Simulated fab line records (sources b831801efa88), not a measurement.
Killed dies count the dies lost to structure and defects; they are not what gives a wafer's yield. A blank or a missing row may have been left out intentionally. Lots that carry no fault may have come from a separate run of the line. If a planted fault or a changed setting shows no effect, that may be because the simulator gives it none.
fab line records | flow gf180mcu
[record] lots = 13 wafers = 39 last-day = 34
route steps=602 shown MVSD@75 NSD@242 V1@351
lots that met no fault: taken from a fault-free run of the same line
start-h: hours from the record's first day to the start of the lot's first wafer shown | wait-h: hours elapsed since this lot's preceding step | " the same as in the row above | L1.1+2: several wafers, shown together as one row | - no value, or no start was given | * or withheld: withheld | < > ~ a bound
route shown NAME@n: NAME is a module with steps in the file, n the number in the route of the first one | usual: the fault-free wafers' mean and standard deviation | same: alike in all rows | chamber/n: place in a boat | sites: the reading at each site | _std_site: standard deviation of those values | _edge_site: mean of outer sites minus mean of inner sites | radius-mm: for every site, how far away it sits from the centre of the wafer | mask NAME#n: copy n | behind: the tool/chamber that last shaped the wafer | hold: why the lot was held/for how many hours/how that ended | device: whichever transistor did not switch (one of n, p or np) | end of line: at the end of the route, the tests of the same wafers | a step with no rows: only its recipe | killed: the dies lost at the first sort to structure and to defects; this is not the yield of the wafer | map: dies across one wafer; x = killed, . = not, _ = none there
set.NAME: the setting as run; set.NAME@STEP: as run at that earlier step | model.NAME: the simulator's own value behind a step, which no gauge read
a sample of lots followed through the steps of the route, with each step as a table and each wafer as a row
services: from which hour (start-h, from the record's first day; less than 0 if before it) a tool's chamber was out of use, for how many hours, and why
[[steps]]
[step GF_MVSD_IMPLANT_09]
[recipe] species = P energy-kev = 100 dose-cm2 = 5e+12 tilt-deg = 0
[usual] tilt-deg = -0.003/0.018
// columns lot.wafer tool chamber start-h wait-h tilt-deg
L199.3 implanter-04 0 81.73 0.1 0.001
L199.5 " 0 " " 0.017
L199.6 " 0 " " 0.031
L200.2 implanter-02 0 88.95 0.1 -0.012
L200.3 " 0 " " -0.002
L200.4 " 0 " " 0.003
L202.2 implanter-04 0 99.45 0.1 0.006
L202.3 " 0 " " 0.009
L202.6 " 0 " " 0.029
L203.2 implanter-04 0 105.90 0.1 0.029
L203.5 " 0 " " -0.034
L203.6 " 0 " " -0.012
L204.1 implanter-01 0 115.27 0.1 0.009
L204.3 " 0 " " -0.004
L204.4 " 0 " " 0.024
L206.1 implanter-01 0 126.09 0.1 0.000
L206.3 " 0 " " 0.005
L206.6 " 0 " " 0.025
L205.1 implanter-04 0 126.74 0.1 0.010
L205.3 " 0 " " -0.023
L205.4 " 0 " " -0.017
L212.1 implanter-01 0 159.43 0.1 5.451
L212.2 " 0 " " 5.459
L212.3 " 0 " " 5.478
L213.1 implanter-01 0 164.83 0.1 5.486
L213.3 " 0 " " 5.480
L213.5 " 0 " " 5.489
L214.2 implanter-02 0 173.80 0.1 -0.026
L214.5 " 0 " " -0.023
L214.6 " 0 " " -0.031
L215.1 implanter-02 0 175.67 0.1 -0.025
L215.4 " 0 " " -0.027
L215.6 " 0 " " 0.018
L221.1 implanter-04 0 212.12 0.1 0.000
L221.2 " 0 " " -0.011
L221.3 " 0 " " -0.014
L222.1 implanter-04 0 216.62 0.1 0.014
L222.4 " 0 " " -0.010
L222.6 " 0 " " 0.025
[step GF_MVSD_TW_MEAS_11]
[usual] MVSD_TW = 1584/12
// columns lot.wafer tool chamber start-h wait-h hold MVSD_TW
L199.3 film-metro-04 - 81.95 0.1 - 1571
L199.5 " - " " - 1567
L199.6 " - " " - 1569
L200.2 film-metro-01 - 89.18 0.1 - 1590
L200.3 " - " " - 1589
L200.4 " - " " - 1594
L202.2 film-metro-01 - 99.69 0.1 - 1597
L202.3 " - " " - 1602
L202.6 " - " " - 1591
L203.2 film-metro-01 - 106.14 0.1 - 1587
L203.5 " - " " - 1591
L203.6 " - " " - 1588
L204.1 film-metro-03 - 115.52 0.1 - 1580
L204.3 " - " " - 1581
L204.4 " - " " - 1587
L206.1 film-metro-03 - 126.34 0.1 - 1590
L206.3 " - " " - 1594
L206.6 " - " " - 1593
L205.1 film-metro-03 - 126.99 0.1 - 1583
L205.3 " - " " - 1588
L205.4 " - " " - 1595
L212.1 film-metro-03 - 159.68 0.1 - 1630
L212.2 " - " " - 1614
L212.3 " - " " - 1621
L213.1 film-metro-03 - 165.08 0.1 await-dispo/0.2h/release 1623
L213.3 " - " " await-dispo/0.2h/release 1634
L213.5 " - " " await-dispo/0.2h/release 1627
L213.1 film-metro-03 - 165.31 0.2 - 1623
L213.3 " - " " - 1625
L213.5 " - " " - 1621
L214.2 film-metro-04 - 174.04 0.1 - 1575
L214.5 " - " " - 1588
L214.6 " - " " - 1583
L215.1 film-metro-03 - 175.92 0.1 - 1583
L215.4 " - " " - 1580
L215.6 " - " " - 1588
L221.1 film-metro-04 - 212.37 0.1 - 1589
L221.2 " - " " - 1590
L221.3 " - " " - 1587
L222.1 film-metro-01 - 216.87 0.1 - 1592
L222.4 " - " " - 1584
L222.6 " - " " - 1584
[step GF_NSD_CD_MEAS_07]
[recipe] target-cd-nm = 400
[usual] cd-nm = 400.2/2.6
// columns lot.wafer tool chamber start-h wait-h cd-nm
L199.3 cd-sem-01 - 296.72 0.1 399.6
L199.5 " - " " 399.2
L199.6 " - " " 397.9
L200.2 cd-sem-02 - 307.77 0.1 398.4
L200.3 " - " " 401.4
L200.4 " - " " 401.3
L202.2 cd-sem-02 - 327.60 0.1 400.7
L202.3 " - " " 401.2
L202.6 " - " " 401.4
L203.2 cd-sem-02 - 334.05 0.1 398.8
L203.5 " - " " 398.9
L203.6 " - " " 397.0
L204.1 cd-sem-02 - 347.13 0.1 403.7
L204.3 " - " " 406.0
L204.4 " - " " 406.1
L205.1 cd-sem-01 - 366.23 0.1 396.3
L205.3 " - " " 396.1
L205.4 " - " " 397.3
L206.1 cd-sem-02 - 367.18 0.1 402.8
L206.3 " - " " 400.0
L206.6 " - " " 400.4
L212.1 cd-sem-01 - 407.75 0.1 400.2
L212.2 " - " " 402.0
L212.3 " - " " 401.9
L213.1 cd-sem-02 - 420.15 0.1 402.8
L213.3 " - " " 401.6
L213.5 " - " " 403.0
L214.2 cd-sem-02 - 428.95 0.1 399.6
L214.5 " - " " 399.7
L214.6 " - " " 400.3
L215.1 cd-sem-02 - 435.08 0.1 405.3
L215.4 " - " " 403.7
L215.6 " - " " 404.6
L221.1 cd-sem-01 - 484.05 0.1 402.8
L221.2 " - " " 403.0
L221.3 " - " " 400.6
L222.1 cd-sem-01 - 489.66 0.1 397.0
L222.4 " - " " 397.5
L222.6 " - " " 400.3
[step GF_V1_ETCH_16]
[recipe] chemistry = N2/H2 target-depth-a = withheld overetch-a = withheld time-s = withheld target = BARC ion-energy-ev = 200 source-w = 500 bias-w = 100 pressure-mtorr = 30 n2-flow-sccm = 100 h2-flow-sccm = 200
[usual] drypump-motor-current-A = 5.7/0.59 oes-product-au = 0.855/0.0044 throttle-valve-pct = 13.225/0.0085
// columns lot.wafer tool chamber start-h wait-h drypump-motor-current-A oes-product-au throttle-valve-pct
L199.3 rie-diel-02 3 412.59 0.0 5.8 0.850 13.225
L199.5 " 3 " " 5.8 0.854 13.223
L199.6 " 2 " " 4.9 0.858 13.231
L200.2 rie-diel-04 1 425.39 0.0 5.0 0.853 13.229
L200.3 " 3 " " 5.3 0.848 13.233
L200.4 " 0 " " 6.7 0.850 13.229
L202.2 rie-diel-04 1 447.44 0.0 5.0 0.841 13.241
L202.3 " 0 " " 6.7 0.850 13.242
L202.6 " 0 " " 6.7 0.857 13.227
L203.2 rie-diel-04 0 455.69 0.0 6.7 0.849 13.225
L203.5 " 3 " " 5.3 0.858 13.227
L203.6 " 2 " " 6.5 0.859 13.231
L204.1 rie-diel-01 2 469.72 0.0 5.5 0.850 13.214
L204.3 " 0 " " 5.2 0.855 13.218
L204.4 " 1 " " 5.7 0.856 13.227
L205.1 rie-diel-04 1 490.69 0.0 5.0 0.850 13.232
L205.3 " 3 " " 5.3 0.862 13.219
L205.4 " 2 " " 6.5 0.862 13.237
L206.1 rie-diel-01 2 492.74 0.0 5.6 0.856 13.220
L206.3 " 0 " " 5.3 0.854 13.219
L206.6 " 0 " " 5.3 0.855 13.223
L212.1 rie-diel-04 0 533.48 0.0 6.7 0.856 13.229
L212.2 " 3 " " 5.3 0.852 13.215
L212.3 " 1 " " 5.0 0.860 13.219
L213.1 rie-diel-04 1 544.11 0.0 5.0 0.849 13.230
L213.3 " 3 " " 5.3 0.853 13.222
L213.5 " 0 " " 6.7 0.857 13.211
L214.2 rie-diel-02 3 553.48 0.0 5.8 0.857 13.227
L214.5 " 3 " " 5.7 0.851 13.225
L214.6 " 2 " " 4.8 0.859 13.216
L215.1 rie-diel-01 3 559.16 0.0 5.7 0.860 13.223
L215.4 " 2 " " 5.6 0.859 13.225
L215.6 " 2 " " 5.5 0.856 13.220
L221.1 rie-diel-01 0 603.26 0.0 5.3 0.850 13.229
L221.2 " 2 " " 5.5 0.849 13.232
L221.3 " 1 " " 5.8 0.853 13.205
L222.1 rie-diel-01 2 607.41 0.0 5.6 0.850 13.256
L222.4 " 0 " " 5.3 0.852 13.230
L222.6 " 3 " " 5.7 0.859 13.234
[step GF_V1_SPUTTER_21]
[recipe] material = Ti target-thk-nm = 15 chamber-pressure-pa = 5 power-w = 2500 substrate-temp-c = 200 time-s = 80.02
[usual] throttle-valve-pct = 30.0/1
[same] time-s = 80.02
// columns lot.wafer tool chamber start-h wait-h throttle-valve-pct
L199.3 pvd-sputter-02 - 413.28 0.0 28.6
L199.5 " - " " 30.9
L199.6 " - " " 29.6
L200.2 pvd-sputter-01 - 426.10 0.0 33.1
L200.3 " - " " 30.6
L200.4 " - " " 30.3
L202.2 pvd-sputter-02 - 448.11 0.0 30.2
L202.3 " - " " 28.5
L202.6 " - " " 30.0
L203.2 pvd-sputter-01 - 456.36 0.0 30.4
L203.5 " - " " 33.4
L203.6 " - " " 30.7
L204.1 pvd-sputter-01 - 470.39 0.0 30.1
L204.3 " - " " 33.1
L204.4 " - " " 30.4
L205.1 pvd-sputter-02 - 491.36 0.0 28.4
L205.3 " - " " 29.6
L205.4 " - " " 29.0
L206.1 pvd-sputter-01 - 493.40 0.0 30.5
L206.3 " - " " 30.0
L206.6 " - " " 29.9
L212.1 pvd-sputter-01 - 534.15 0.0 30.4
L212.2 " - " " 30.3
L212.3 " - " " 30.3
L213.1 pvd-sputter-02 - 544.88 0.0 29.1
L213.3 " - " " 30.2
L213.5 " - " " 29.8
L214.2 pvd-sputter-02 - 554.15 0.0 28.7
L214.5 " - " " 29.9
L214.6 " - " " 31.3
L215.1 pvd-sputter-02 - 559.83 0.0 29.8
L215.4 " - " " 30.8
L215.6 " - " " 29.0
L221.1 pvd-sputter-02 - 603.93 0.0 28.9
L221.2 " - " " 29.6
L221.3 " - " " 29.4
L222.1 pvd-sputter-04 - 608.08 0.0 30.2
L222.4 " - " " 29.7
L222.6 " - " " 30.2
[[services]]
// columns tool chamber start-h hours kind
rie-diel-04 2 117.38 21.9 repair
rie-diel-04 1 150.01 8.6 repair
implanter-04 - 157.02 3.8 repair
rie-diel-04 - 231.06 0.4 repair
rie-diel-04 1 236.91 11.4 repair
rie-diel-04 2 252.77 10.6 repair
pvd-sputter-02 - 254.23 4.4 repair
pvd-sputter-02 - 258.77 3.5 repair
implanter-04 - 267.26 1.4 repair
implanter-04 - 305.54 2.5 repair
rie-diel-04 1 346.00 1.3 repair
rie-diel-04 2 370.34 3.4 repair
rie-diel-04 0 373.90 12.9 repair
rie-diel-04 2 380.60 8.0 repair
pvd-sputter-02 - 400.46 2.4 repair
rie-diel-04 - 404.52 2.8 pm
rie-diel-04 2 410.42 4.2 repair
implanter-04 - 423.03 1.3 repair
rie-diel-04 3 435.06 4.3 repair
implanter-04 - 438.03 2.2 repair
implanter-04 - 457.55 1.5 repair
implanter-04 - 472.11 24.1 pm
pvd-sputter-02 - 490.01 0.5 repair
pvd-sputter-02 - 600.21 3.1 repair
[[key]]
[first-sign] step = GF_MVSD_IMPLANT_09 reading = tilt-deg direction = up sigmas = 99+ usual = -0.003 struck = 5.474
[effect] step = GF_MVSD_TW_MEAS_11 reading = visit direction = added
met-at GF_MVSD_IMPLANT_09
struck-lots L212,L213
tester-left-out L212,L213
not-acting-at GF_NSD_CD_MEAS_07,GF_V1_ETCH_16,GF_V1_SPUTTER_21
onset-between 126.09 159.43
[fault] kind = process-parameter-drift tool = implanter-01 chamber = - onset-h = 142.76 steps = GF_MVSD_IMPLANT_09 channel = tilt-deg offset = 5.4764 shape = step end-h = 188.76 acts-in = these-recipes-only stated = 0
// tester-left-out: of these lots the tester's yield and bins aren't shown, on N5 and GAA mostly nor the transistor test; their killed dies are dies lost to structure and defects alone, not to doping, threshold or leakage, so they don't give the yield
